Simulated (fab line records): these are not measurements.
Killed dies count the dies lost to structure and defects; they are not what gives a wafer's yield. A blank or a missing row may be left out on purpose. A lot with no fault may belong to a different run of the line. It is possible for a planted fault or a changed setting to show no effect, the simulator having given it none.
fab line records	flow sky130
record: lots: 13	wafers: 39	last_day: 49
route steps=708 shown NWELL@64 SONOS_ONO@169 POLY_CUT@317 PAD_OPEN@708
lots that met no fault: taken from a fault-free run of the same line
start_h: the number of hours between the record's first day and the start of the first shown wafer of the lot	wait_h: hours elapsed since this lot's preceding step	" the same as in the row above	L1.1+2: several wafers, shown together as one row	- no value, or no start given	* or withheld: withheld	< > ~ a bound
route shown NAME@n: NAME is a module with steps in the file, n the number in the route of the first one	usual: mean/standard deviation taken from wafers without a fault	same: alike in all rows	chamber/n: place in a boat	sites: the reading at each site	_std_site: standard deviation of those values	_edge_site: mean of outer sites minus mean of inner sites	radius_mm: for every site, how far away it sits from the centre of the wafer	mask NAME#n: copy n	behind: tool/chamber where the wafer was last shaped	hold: cause of the lot's hold/its duration in hours/its outcome	device: which transistor (n, p or np) failed to switch	end of line: the route-end tests of the same wafers	for a step that has no rows: nothing shown but its recipe	killed: at the first sort, the dies lost to defects and structure; wafer yield is something else	map: a wafer's dies, marking killed ones x, the rest . and places with no die _
set.NAME: the setting the step ran with; set.NAME@STEP: the setting that earlier step ran with	model.NAME: the simulator's own value behind a step, which no gauge read
one table for each step of the route and one row for each wafer, over a sample of lots
services: the hour from which a tool's chamber was out of use, counted from the record's first day as start_h (under 0 if before that day), plus the number of hours and why
== steps ==
step: SKY_NWELL_IMPLANT_11
recipe: species: P	energy_kev: 400	dose_cm2: 1.9e+13	tilt_deg: withheld
lot.wafer	tool	chamber	start_h	wait_h
L142.2+4+5	implanter-02	0	102.91	0.0
L143.1+2+4	implanter-03	0	107.08	0.0
L145.1+2+5	implanter-02	0	116.90	0.0
L147.1+5+6	implanter-02	0	127.65	0.0
L149.1+4+5	implanter-02	0	145.59	0.0
L152.1+3+4	implanter-02	0	159.94	0.0
L153.3+4+5	implanter-02	0	165.29	0.1
L154.2+3+4	implanter-04	0	171.86	0.0
L155.2+3+4	implanter-04	0	177.12	0.0
L156.4+5+6	implanter-02	0	184.66	0.1
L157.3+4+6	implanter-03	0	190.09	0.1
L158.3+4+5	implanter-04	0	194.65	0.1
L159.2+3+6	implanter-02	0	201.20	0.0
step: SKY_NWELL_TW_MEAS_15
usual: NWELL_TW: 1835/15
lot.wafer	tool	chamber	start_h	wait_h	hold	NWELL_TW
L142.2	film_metro-01	-	103.45	0.1	-	1864
L142.4	"	-	"	"	-	1855
L142.5	"	-	"	"	-	1850
L143.1	film_metro-04	-	107.63	0.1	-	1845
L143.2	"	-	"	"	-	1857
L143.4	"	-	"	"	-	1851
L145.1	film_metro-04	-	117.45	0.1	-	1841
L145.2	"	-	"	"	-	1837
L145.5	"	-	"	"	-	1839
L147.1	film_metro-01	-	128.20	0.1	-	1850
L147.5	"	-	"	"	-	1855
L147.6	"	-	"	"	-	1852
L149.1	film_metro-01	-	146.14	0.1	-	1851
L149.4	"	-	"	"	-	1845
L149.5	"	-	"	"	-	1842
L152.1	film_metro-04	-	160.49	0.1	-	1824
L152.3	"	-	"	"	-	1824
L152.4	"	-	"	"	-	1820
L153.3	film_metro-03	-	165.81	0.1	await_dispo/0.2h/release	1691
L153.4	"	-	"	"	await_dispo/0.2h/release	1694
L153.5	"	-	"	"	await_dispo/0.2h/release	1691
L153.3	film_metro-03	-	166.03	0.2	-	1686
L153.4	"	-	"	"	-	1689
L153.5	"	-	"	"	-	1695
L154.2	film_metro-01	-	172.40	0.1	-	1851
L154.3	"	-	"	"	-	1833
L154.4	"	-	"	"	-	1848
L155.2	film_metro-03	-	177.66	0.1	-	1818
L155.3	"	-	"	"	-	1825
L155.4	"	-	"	"	-	1827
L156.4	film_metro-03	-	185.17	0.1	await_dispo/0.2h/release	1697
L156.5	"	-	"	"	await_dispo/0.2h/release	1688
L156.6	"	-	"	"	await_dispo/0.2h/release	1699
L156.4	film_metro-03	-	185.39	0.2	-	1705
L156.5	"	-	"	"	-	1690
L156.6	"	-	"	"	-	1701
L157.3	film_metro-04	-	190.61	0.1	-	1845
L157.4	"	-	"	"	-	1842
L157.6	"	-	"	"	-	1846
L158.3	film_metro-03	-	195.17	0.1	-	1820
L158.4	"	-	"	"	-	1809
L158.5	"	-	"	"	-	1812
L159.2	film_metro-04	-	201.74	0.1	await_dispo/0.2h/release	1726
L159.3	"	-	"	"	await_dispo/0.2h/release	1722
L159.6	"	-	"	"	await_dispo/0.2h/release	1718
L159.2	film_metro-04	-	201.97	0.2	-	1721
L159.3	"	-	"	"	-	1729
L159.6	"	-	"	"	-	1726
step: SKY_NWELL_RS_MEAS_29
recipe: thk_meas_gauge: four-point-probe
usual: NWELL_RS: 624.1/1.3
lot.wafer	tool	chamber	start_h	wait_h	hold	NWELL_RS[ohm/sq]
L142.2	film_metro-03	-	121.23	0.1	-	624.1
L142.4	"	-	"	"	-	623.7
L142.5	"	-	"	"	-	622.3
L143.1	film_metro-01	-	125.51	0.1	-	622.4
L143.2	"	-	"	"	-	623.3
L143.4	"	-	"	"	-	621.0
L145.1	film_metro-04	-	136.09	0.1	-	626.7
L145.2	"	-	"	"	-	624.8
L145.5	"	-	"	"	-	624.1
L147.1	film_metro-04	-	147.20	0.1	-	624.4
L147.5	"	-	"	"	-	625.5
L147.6	"	-	"	"	-	626.3
L149.1	film_metro-01	-	166.36	0.2	-	624.1
L149.4	"	-	"	"	-	622.2
L149.5	"	-	"	"	-	624.4
L152.1	film_metro-04	-	181.46	0.1	-	626.2
L152.3	"	-	"	"	-	626.2
L152.4	"	-	"	"	-	626.7
L153.3	film_metro-01	-	186.93	0.1	await_dispo/0.2h/release	704.0
L153.4	"	-	"	"	await_dispo/0.2h/release	707.1
L153.5	"	-	"	"	await_dispo/0.2h/release	704.6
L153.3	film_metro-01	-	187.29	0.3	-	706.0
L153.4	"	-	"	"	-	706.0
L153.5	"	-	"	"	-	703.8
L154.2	film_metro-01	-	194.13	0.1	-	623.4
L154.3	"	-	"	"	-	622.8
L154.4	"	-	"	"	-	622.2
L155.2	film_metro-03	-	198.86	0.1	-	623.4
L155.3	"	-	"	"	-	623.4
L155.4	"	-	"	"	-	623.4
L156.4	film_metro-04	-	207.41	0.1	await_dispo/0.2h/release	707.4
L156.5	"	-	"	"	await_dispo/0.2h/release	708.5
L156.6	"	-	"	"	await_dispo/0.2h/release	707.7
L156.4	film_metro-04	-	207.77	0.3	-	706.7
L156.5	"	-	"	"	-	708.4
L156.6	"	-	"	"	-	706.5
L157.3	film_metro-01	-	212.45	0.1	-	622.0
L157.4	"	-	"	"	-	623.4
L157.6	"	-	"	"	-	623.7
L158.3	film_metro-03	-	218.10	0.1	-	624.0
L158.4	"	-	"	"	-	623.9
L158.5	"	-	"	"	-	623.9
L159.2	film_metro-01	-	224.12	0.1	await_dispo/0.2h/release	707.1
L159.3	"	-	"	"	await_dispo/0.2h/release	707.1
L159.6	"	-	"	"	await_dispo/0.2h/release	706.6
L159.2	film_metro-01	-	224.48	0.3	-	706.9
L159.3	"	-	"	"	-	706.7
L159.6	"	-	"	"	-	706.6
step: SKY_SONOS_ONO_THK_MEAS_01
recipe: reads: SiO2_of_SONOS_ONO_OXIDATION_00
usual: SONOS_ONO_OXIDATION_THK: 2.58/0.06
lot.wafer	tool	chamber	start_h	wait_h	SONOS_ONO_OXIDATION_THK[nm]
L142.2	film_metro-04	-	274.74	0.0	2.47
L142.4	"	-	"	"	2.48
L142.5	"	-	"	"	2.54
L143.1	film_metro-02	-	278.74	0.0	2.49
L143.2	"	-	"	"	2.52
L143.4	"	-	"	"	2.53
L145.1	film_metro-02	-	293.19	0.0	2.50
L145.2	"	-	"	"	2.54
L145.5	"	-	"	"	2.57
L147.1	film_metro-01	-	310.94	0.0	2.65
L147.5	"	-	"	"	2.65
L147.6	"	-	"	"	2.66
L149.1	film_metro-04	-	335.93	0.0	2.65
L149.4	"	-	"	"	2.63
L149.5	"	-	"	"	2.56
L152.1	film_metro-04	-	356.35	0.0	2.66
L152.3	"	-	"	"	2.59
L152.4	"	-	"	"	2.62
L154.2	film_metro-04	-	369.31	0.0	2.58
L154.3	"	-	"	"	2.50
L154.4	"	-	"	"	2.52
L155.2	film_metro-01	-	374.46	0.0	2.51
L155.3	"	-	"	"	2.63
L155.4	"	-	"	"	2.57
L157.3	film_metro-04	-	389.68	0.0	2.53
L157.4	"	-	"	"	2.58
L157.6	"	-	"	"	2.59
L158.3	film_metro-02	-	397.02	0.0	2.58
L158.4	"	-	"	"	2.61
L158.5	"	-	"	"	2.61
step: SKY_SONOS_ONO_OVL_MEAS_14
usual: SONOS_ONO_OVL: 0.0/1.9
lot.wafer	tool	chamber	start_h	wait_h	SONOS_ONO_OVL[nm]
L142.2	overlay-01	-	307.64	0.1	0.5
L142.4	"	-	"	"	0.1
L142.5	"	-	"	"	1.5
L143.1	overlay-02	-	308.16	0.1	0.8
L143.2	"	-	"	"	1.0
L143.4	"	-	"	"	0.6
L145.1	overlay-02	-	322.34	0.1	-0.7
L145.2	"	-	"	"	-1.9
L145.5	"	-	"	"	-1.2
L147.1	overlay-01	-	342.71	0.1	-2.7
L147.5	"	-	"	"	-2.7
L147.6	"	-	"	"	-1.7
L149.1	overlay-01	-	364.89	0.1	-0.7
L149.4	"	-	"	"	-1.8
L149.5	"	-	"	"	-0.4
L154.2	overlay-01	-	415.69	0.1	-0.3
L154.3	"	-	"	"	0.6
L154.4	"	-	"	"	1.7
L152.1	overlay-02	-	415.74	0.1	0.7
L152.3	"	-	"	"	0.1
L152.4	"	-	"	"	-0.3
L155.2	overlay-01	-	418.62	0.1	0.7
L155.3	"	-	"	"	0.6
L155.4	"	-	"	"	0.7
L157.3	overlay-02	-	423.57	0.1	-2.0
L157.4	"	-	"	"	-2.2
L157.6	"	-	"	"	-2.1
L158.3	overlay-02	-	430.70	0.1	2.9
L158.4	"	-	"	"	3.4
L158.5	"	-	"	"	4.0
step: SKY_POLY_CUT_ETCH_10
recipe: chemistry: N2/H2	target: BARC	ion_energy_ev: 200	source_w: 500	bias_w: 100	pressure_mtorr: 30	n2_flow_sccm: 100	h2_flow_sccm: 200	stop_on: SiO2	time_s: 45.9	target_depth_a: 600
usual: drypump_motor_current_A: 5.9/0.5	oes_product_au: 0.854/0.0045	throttle_valve_pct: 13.226/0.0095
lot.wafer	tool	chamber	start_h	wait_h	drypump_motor_current_A	oes_product_au	rf_hours_counter_h	throttle_valve_pct
L142.2	rie_diel-01	1	604.26	0.0	5.4	0.858	7	13.225
L142.4	"	2	"	"	5.9	0.854	18	13.233
L142.5	"	1	"	"	5.5	0.851	-	13.221
L145.1	rie_diel-04	3	605.42	0.0	6.5	0.867	4	13.232
L145.2	"	2	"	"	5.8	0.849	24	13.227
L145.5	"	0	"	"	5.1	0.856	-	13.216
L143.1	rie_diel-03	3	605.60	0.0	6.4	0.858	9	13.219
L143.2	"	0	"	"	6.4	0.851	11	13.227
L143.4	"	1	"	"	5.1	0.855	6	13.223
L147.1	rie_diel-03	1	624.70	0.0	5.0	0.858	6	13.224
L147.5	"	0	"	"	6.4	0.855	-	13.231
L147.6	"	1	"	"	5.1	0.858	-	13.215
L149.1	rie_diel-04	1	648.15	0.0	5.9	0.852	14	13.220
L149.4	"	1	"	"	5.9	0.856	-	13.221
L149.5	"	2	"	"	5.8	0.857	-	13.209
L154.2	rie_diel-03	0	693.55	0.0	6.4	0.858	13	13.226
L154.3	"	1	"	"	5.1	0.850	7	13.229
L154.4	"	2	"	"	6.3	0.854	13	13.234
L152.1	rie_diel-01	3	695.26	0.0	6.1	0.854	30	13.222
L152.3	"	0	"	"	5.7	0.850	9	13.216
L152.4	"	1	"	"	5.4	0.856	10	13.229
L155.2	rie_diel-03	2	698.40	0.0	6.3	0.844	13	13.225
L155.3	"	3	"	"	6.4	0.852	11	13.210
L155.4	"	1	"	"	5.0	0.848	7	13.219
L157.3	rie_diel-01	2	700.20	0.0	5.9	0.846	22	13.238
L157.4	"	3	"	"	6.1	0.854	30	13.236
L157.6	"	3	"	"	6.1	0.849	-	13.223
L158.3	rie_diel-04	2	708.25	0.0	5.8	0.852	26	13.234
L158.4	"	3	"	"	6.5	0.849	6	13.221
L158.5	"	2	"	"	5.8	0.852	-	13.243
step: SKY_PAD_OPEN_PROBE_99
usual: defect_limited_yield: 82.7/1.9	killed_at_M0_to_M3: 43/7.7	killed_at_M4_up: 3.0/1.7	killed_at_contacts: 24/5.2	killed_at_front_end: 15/4.5	killed_at_other: 0.3/0.5	killed_dies: 85/9.5	killed_on_rim: 17/4	killed_open: 47/6.6	killed_short: 38/6.6	sort_bin_3_pad_short: 0.8/0.39	sort_bin_5_function: 10.2/1.4	sort_bin_6_memory: 6.3/1.1	sort_n_pass: 407/9.5	sort_yield_pct: 82.7/1.9
same: gross_dies: 492	killed_at_back_side: 0	sort_bin_4_leakage[%]: 0	sort_bin_8_speed[%]: 0
lot.wafer	tool	chamber	start_h	wait_h	defect_limited_yield[%]	killed_at_M0_to_M3	killed_at_M4_up	killed_at_contacts	killed_at_front_end	killed_at_other	killed_dies	killed_on_rim	killed_open	killed_short	sort_bin_3_pad_short[%]	sort_bin_5_function[%]	sort_bin_6_memory[%]	sort_n_pass	sort_yield_pct[%]
L142.2	prober-02	-	1102.58	0.1	82.7	40	3	27	15	0	85	20	43	42	0.6	11.0	5.7	407	82.7
L142.4	prober-02	-	1102.68	0.2	81.7	42	2	20	25	1	90	19	49	41	0.6	11.4	6.3	402	81.7
L142.5	prober-02	-	1102.73	0.2	85.2	40	4	16	12	1	73	6	40	33	0.4	9.1	5.3	419	85.2
L147.1	prober-01	-	1122.53	0.1	86.4	30	5	19	13	0	67	14	40	27	0.8	8.1	4.7	425	86.4
L147.5	prober-01	-	1122.73	0.2	83.7	32	4	26	18	0	80	9	35	45	1.0	9.1	6.1	412	83.7
L147.6	prober-01	-	1122.78	0.2	83.7	38	3	26	13	0	80	23	51	29	0.4	10.2	5.7	412	83.7
L154.2	prober-01	-	1169.59	0.1	80.3	44	4	25	24	0	97	15	57	40	0.8	12.2	6.7	395	80.3
L154.3	prober-01	-	1169.64	0.2	81.3	59	3	19	11	0	92	23	52	40	0.8	11.4	6.5	400	81.3
L154.4	prober-01	-	1169.69	0.2	82.1	52	1	20	15	0	88	12	47	41	0.6	10.0	7.3	404	82.1
L152.1	prober-02	-	1172.03	0.1	82.9	48	4	19	13	0	84	20	54	30	0.8	11.0	5.3	408	82.9
L152.3	prober-02	-	1172.13	0.2	81.9	51	1	19	18	0	89	17	44	45	1.2	9.6	7.3	403	81.9
L152.4	prober-02	-	1172.18	0.2	82.5	46	2	22	16	0	86	20	45	41	0.4	11.2	5.9	406	82.5
L155.2	prober-02	-	1174.16	0.1	84.6	38	5	24	9	0	76	13	37	39	0.4	9.8	5.3	416	84.6
L155.3	prober-02	-	1174.21	0.2	84.1	43	3	15	17	0	78	10	37	41	0.8	8.5	6.5	414	84.1
L155.4	prober-02	-	1174.26	0.2	82.9	42	6	18	18	0	84	16	50	34	0.6	8.9	7.5	408	82.9
L157.6	prober-02	-	1176.54	0.2	84.6	34	1	22	18	1	76	15	45	31	0.6	8.9	5.9	416	84.6
L158.3	prober-01	-	1176.39	0.2	85.0	36	3	18	17	0	74	12	34	40	0.4	9.8	4.9	418	85.0
L158.4	prober-01	-	1176.44	0.2	81.1	49	4	25	15	0	93	16	51	42	1.4	12.2	5.3	399	81.1
L158.5	prober-01	-	1176.49	0.2	83.5	39	1	22	19	0	81	15	47	34	1.0	9.3	6.1	411	83.5
killed by level:class
L142.2 CONTACT:geometric_particle:open=9 METAL2:geometric_particle:short=8 LI_CONTACT:geometric_particle:open=6 VIA3:geometric_particle:open=6 FIELD_ISO:geometric_particle:short=5 VIA1:geometric_particle:open=5 VIA2:geometric_particle:open=5 CONTACT:geometric_particle:short=4
L142.4 VIA1:geometric_particle:open=9 VIA2:geometric_particle:open=9 POLY_GATE:geometric_particle:open=8 METAL2:geometric_particle:short=6 FIELD_ISO:geometric_particle:open=5 POLY_GATE:geometric_particle:short=5 LI_CONTACT:geometric_particle:open=5 METAL1:geometric_particle:short=5
L142.5 VIA2:geometric_particle:open=7 LOCAL_INTERCONNECT:geometric_particle:short=6 CONTACT:geometric_particle:open=6 VIA1:geometric_particle:short=5 METAL1:geometric_particle:open=5 VIA1:geometric_particle:open=5 LI_CONTACT:geometric_particle:open=4 VIA2:geometric_particle:short=4
L147.1 VIA1:geometric_particle:open=10 CONTACT:geometric_particle:open=9 VIA2:geometric_particle:open=6 FIELD_ISO:geometric_particle:open=5 METAL2:geometric_particle:short=5 LI_CONTACT:geometric_particle:short=4 POLY_GATE:geometric_particle:short=3 CONTACT:geometric_particle:short=3
L147.5 VIA1:geometric_particle:open=11 CONTACT:geometric_particle:short=10 CONTACT:geometric_particle:open=7 METAL2:geometric_particle:short=6 FIELD_ISO:geometric_particle:open=5 FIELD_ISO:geometric_particle:short=5 METAL4:geometric_particle:short=4 POLY_GATE:geometric_particle:open=4
L147.6 VIA1:geometric_particle:open=15 CONTACT:geometric_particle:open=11 METAL2:geometric_particle:short=7 LI_CONTACT:geometric_particle:open=6 VIA2:geometric_particle:open=5 POLY_GATE:geometric_particle:open=5 LI_CONTACT:geometric_particle:short=4 CONTACT:geometric_particle:short=3
L154.2 VIA1:geometric_particle:open=10 LI_CONTACT:geometric_particle:open=10 CONTACT:geometric_particle:open=10 METAL3:geometric_particle:short=7 POLY_GATE:geometric_particle:short=6 VIA3:geometric_particle:open=6 VIA1:geometric_particle:short=5 FIELD_ISO:geometric_particle:open=4
L154.3 VIA1:geometric_particle:open=12 VIA3:geometric_particle:open=12 METAL2:geometric_particle:short=8 CONTACT:geometric_particle:open=8 METAL1:geometric_particle:short=6 VIA1:geometric_particle:short=5 LI_CONTACT:geometric_particle:open=5 POLY_GATE:geometric_particle:short=4
L154.4 VIA1:geometric_particle:open=8 METAL2:geometric_particle:short=8 CONTACT:geometric_particle:open=7 VIA3:geometric_particle:open=7 CONTACT:geometric_particle:short=6 VIA2:geometric_particle:open=6 POLY_GATE:geometric_particle:short=5 LI_CONTACT:geometric_particle:open=5
L152.1 VIA1:geometric_particle:open=17 VIA3:geometric_particle:open=8 CONTACT:geometric_particle:open=6 VIA2:geometric_particle:open=6 POLY_GATE:geometric_particle:open=5 LI_CONTACT:geometric_particle:open=5 POLY_GATE:geometric_particle:short=4 METAL1:geometric_particle:short=4
L152.3 VIA1:geometric_particle:open=10 VIA1:geometric_particle:short=10 METAL1:geometric_particle:short=8 LI_CONTACT:geometric_particle:open=6 POLY_GATE:geometric_particle:open=5 CONTACT:geometric_particle:short=5 VIA2:geometric_particle:open=5 CONTACT:geometric_particle:open=4
L152.4 VIA1:geometric_particle:open=10 CONTACT:geometric_particle:open=8 POLY_GATE:geometric_particle:open=6 VIA2:geometric_particle:short=5 CONTACT:geometric_particle:short=5 LI_CONTACT:geometric_particle:open=5 METAL1:geometric_particle:short=5 VIA2:geometric_particle:open=5
L155.2 LOCAL_INTERCONNECT:geometric_particle:short=8 CONTACT:geometric_particle:open=8 METAL2:geometric_particle:short=6 VIA3:geometric_particle:open=6 VIA1:geometric_particle:open=5 LI_CONTACT:geometric_particle:open=4 VIA2:geometric_particle:open=4 VIA3:geometric_particle:short=4
L155.3 VIA2:geometric_particle:open=9 METAL2:geometric_particle:short=6 LOCAL_INTERCONNECT:geometric_particle:short=5 METAL1:geometric_particle:short=5 VIA1:geometric_particle:open=5 VIA3:geometric_particle:open=5 FIELD_ISO:geometric_particle:open=4 LI_CONTACT:geometric_particle:short=4
L155.4 VIA1:geometric_particle:open=12 VIA2:geometric_particle:open=9 VIA3:geometric_particle:open=8 LI_CONTACT:geometric_particle:open=6 POLY_GATE:geometric_particle:short=5 CONTACT:geometric_particle:open=5 METAL4:geometric_particle:short=5 METAL2:geometric_particle:short=4
L158.3 CONTACT:geometric_particle:open=9 VIA1:geometric_particle:open=8 LOCAL_INTERCONNECT:geometric_particle:short=7 METAL1:geometric_particle:short=7 FIELD_ISO:geometric_particle:open=5 VIA2:geometric_particle:open=5 POLY_GATE:geometric_particle:short=4 METAL2:geometric_particle:short=4
L158.4 VIA1:geometric_particle:open=14 CONTACT:geometric_particle:open=9 POLY_GATE:geometric_particle:short=6 VIA2:geometric_particle:open=6 POLY_GATE:geometric_particle:open=5 LI_CONTACT:geometric_particle:open=5 LOCAL_INTERCONNECT:geometric_particle:short=5 METAL1:geometric_particle:short=5
L158.5 CONTACT:geometric_particle:open=9 VIA1:geometric_particle:open=9 POLY_GATE:geometric_particle:open=7 VIA2:geometric_particle:open=6 LI_CONTACT:geometric_particle:open=5 METAL2:geometric_particle:short=5 VIA3:geometric_particle:open=5 CONTACT:geometric_particle:short=4
L157.6 VIA1:geometric_particle:open=8 CONTACT:geometric_particle:open=7 FIELD_ISO:geometric_particle:short=6 LI_CONTACT:geometric_particle:open=6 FIELD_ISO:geometric_particle:open=5 LOCAL_INTERCONNECT:geometric_particle:short=5 METAL2:geometric_particle:short=4 VIA3:geometric_particle:open=4
== services ==
tool	chamber	start_h	hours	kind
rie_diel-04	1	85.68	5.5	repair
rie_diel-04	1	117.21	3.9	repair
rie_diel-01	-	129.13	8.2	repair
rie_diel-03	-	134.15	14.6	pm
rie_diel-03	2	180.37	1.6	repair
implanter-04	-	188.22	2.3	repair
rie_diel-01	3	199.24	2.6	repair
rie_diel-04	-	229.17	0.1	repair
rie_diel-01	-	238.82	28.1	pm
rie_diel-03	0	239.24	4.4	repair
rie_diel-04	0	241.73	4.4	repair
rie_diel-04	2	259.00	8.3	repair
rie_diel-03	3	264.84	7.7	repair
rie_diel-01	0	271.78	10.1	repair
rie_diel-01	3	284.76	8.7	repair
rie_diel-03	3	301.49	3.0	repair
rie_diel-03	1	399.41	1.3	repair
rie_diel-03	1	407.27	13.8	repair
implanter-02	-	413.95	32.6	pm
implanter-02	-	446.59	4.9	pm
rie_diel-03	0	489.06	6.6	repair
rie_diel-03	3	508.07	10.1	repair
rie_diel-03	1	544.94	19.5	repair
implanter-02	-	603.24	2.3	repair
== key ==
first_sign: step: SKY_NWELL_TW_MEAS_15	reading: visit	direction: added
effect: step: SKY_NWELL_TW_MEAS_15	reading: NWELL_TW	direction: down	sigmas: 8.8	usual: 1835	struck: 1703
effect: step: SKY_NWELL_RS_MEAS_29	reading: visit	direction: added
effect: step: SKY_NWELL_RS_MEAS_29	reading: NWELL_RS	direction: up	sigmas: 61	usual: 624.1	struck: 706.7
met_at SKY_NWELL_IMPLANT_11
struck_lots L153,L156,L159
scrapped_behind SKY_NWELL_RS_MEAS_29 L153.3,L153.4,L153.5,L156.4,L156.5,L156.6,L159.2,L159.3,L159.6
not_acting_at SKY_SONOS_ONO_THK_MEAS_01,SKY_SONOS_ONO_OVL_MEAS_14,SKY_POLY_CUT_ETCH_10
onset_between 159.94 165.29
fault: kind: process_parameter_drift	tool: implanter-02	chamber: -	onset_h: 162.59	steps: SKY_NWELL_IMPLANT_11	channel: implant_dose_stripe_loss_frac	offset: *	shape: step	end_h: 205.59
